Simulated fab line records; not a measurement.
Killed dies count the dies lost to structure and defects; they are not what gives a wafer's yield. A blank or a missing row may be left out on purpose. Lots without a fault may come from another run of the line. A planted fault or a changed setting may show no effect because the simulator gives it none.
The tool behind it: which one? :: flow gf180mcu :: 18 wafers from 6 lots sampled at 2 of the route's 602 steps

## WHAT THE GAUGES SHOWED, per wafer
GF_MVPSD_TW_MEAS_11.
lot: L533
measured: day 6 17:46
on: film metro-01
MVPSD_TW: 548 548 546

lot: L535
measured: day 7 05:19
on: film metro-02
MVPSD_TW: 552 550 552

lot: L539
measured: day 8 04:14
on: film metro-04
MVPSD_TW: 554 555 555

lot: L543
measured: day 9 10:14
on: film metro-04
MVPSD_TW: 578 579 584

lot: L546
measured: day 10 01:40
on: film metro-04
MVPSD_TW: 574 576 572

lot: L548
measured: day 10 14:28
on: film metro-04
MVPSD_TW: 554 552 554

## WHAT TOOL EACH LOT RAN ON (gives the tool, then ch and the chambers of the sampled wafers, and finally the start)
lot: L533
GF_MVPSD_IMPLANT_08: implanter-02 ch 0, day 6 17:22

lot: L535
GF_MVPSD_IMPLANT_08: implanter-03 ch 0, day 7 04:56

lot: L539
GF_MVPSD_IMPLANT_08: implanter-02 ch 0, day 8 03:50

lot: L543
GF_MVPSD_IMPLANT_08: implanter-02 ch 0, day 9 09:50

lot: L546
GF_MVPSD_IMPLANT_08: implanter-02 ch 0, day 10 01:17

lot: L548
GF_MVPSD_IMPLANT_08: implanter-01 ch 0, day 10 14:05
- GF_MVPSD_IMPLANT_08

## THE ANSWER, worked out from the rows above alone
Rule: what is usual is taken from the lots themselves. The widest of any qualifying gaps counts: lots, ordered by their means at a reading, are off when they make up no more than a third of the lots, leave a main group of 4 or more, and stand apart from it by 3 or more times the standard deviation of that group's means. The tables above print the reading to a certain number of digits; a main group whose means all agree to those digits is not used. A lot without any number at a reading at which 4 lots or more have one is off too. Any other lot the step has rows for is counted as sound.
Off: L543, L546, seen at GF_MVPSD_TW_MEAS_11 (MVPSD_TW). Main group: mean 552, sd 2.8.
If a tool, at a process step before that reading, ran all the lots that are off and no sound lot after the first of them, it fits. Those tools and the gauges at GF_MVPSD_TW_MEAS_11 are tried in the same way. One candidate fits, namely implanter-02 at GF_MVPSD_IMPLANT_08. Its last sound lot is L539 (day 8 03:50), its first lot that is off L543 (day 9 09:50): a fault that began between those two fits.

## WHAT THE SIMULATOR PUT IN
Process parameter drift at GF_MVPSD_IMPLANT_08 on implanter-02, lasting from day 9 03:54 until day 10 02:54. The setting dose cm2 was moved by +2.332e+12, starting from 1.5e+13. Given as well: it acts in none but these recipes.
Lots struck among those shown: L543, L546. The rule above found the same.
